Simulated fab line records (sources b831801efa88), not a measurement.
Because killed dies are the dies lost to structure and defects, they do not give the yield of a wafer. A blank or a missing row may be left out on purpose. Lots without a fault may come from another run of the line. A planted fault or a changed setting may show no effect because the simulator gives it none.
Matching of chambers    flow gf180mcu    GF_V5_CVD_02 on pecvd-03 has 3 sister chambers
The step deposits SiO2 from TEOS, target thk 1450 nm, time 163.28 s. 3 wafers are shown with their chamber, then 9 later ones without.

## EACH WAFER AND ITS CHAMBER
wafer   chamber  heaterPowerW (W)
L609.5  0        449
L610.4  1        772
L610.6  2        564

## WAFERS MISSING THEIR CHAMBER
wafer   heaterPowerW (W)
L611.1  742
L611.5  627
L611.6  546
L612.1  546
L612.2  748
L612.4  630
L613.1  561
L613.4  446
L613.5  655

## EACH ONE'S CHAMBER
wafer    from the rows above       in truth
L611.1   1                         1
L611.5   can't be placed: 2 or 1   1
L611.6   can't be placed: 2 or 0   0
L612.1   can't be placed: 2 or 0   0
L612.2   1                         1
L612.4   can't be placed: 2 or 1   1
L613.1   2                         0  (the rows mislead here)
L613.4   0                         0
L613.5   can't be placed: 2 or 1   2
3 of 9 placed correctly. These rows do not allow placing 5 (true chamber among the candidates in 5). Placed wrongly: 1.
How it was worked out, from the rows above alone: a wafer's distance from a chamber is the root of the sum, over the readings, of the square of ((its reading less the chamber's mean) divided by the reading's scatter). If the next closest chamber is less than 2 further off than the closest, the wafer can't be placed; otherwise it belongs to the closest. A chamber's mean is the mean of its shown wafers. The scatter: with one shown wafer a chamber, the root of the mean of the squares of how far each hidden wafer lies from its nearest shown one.
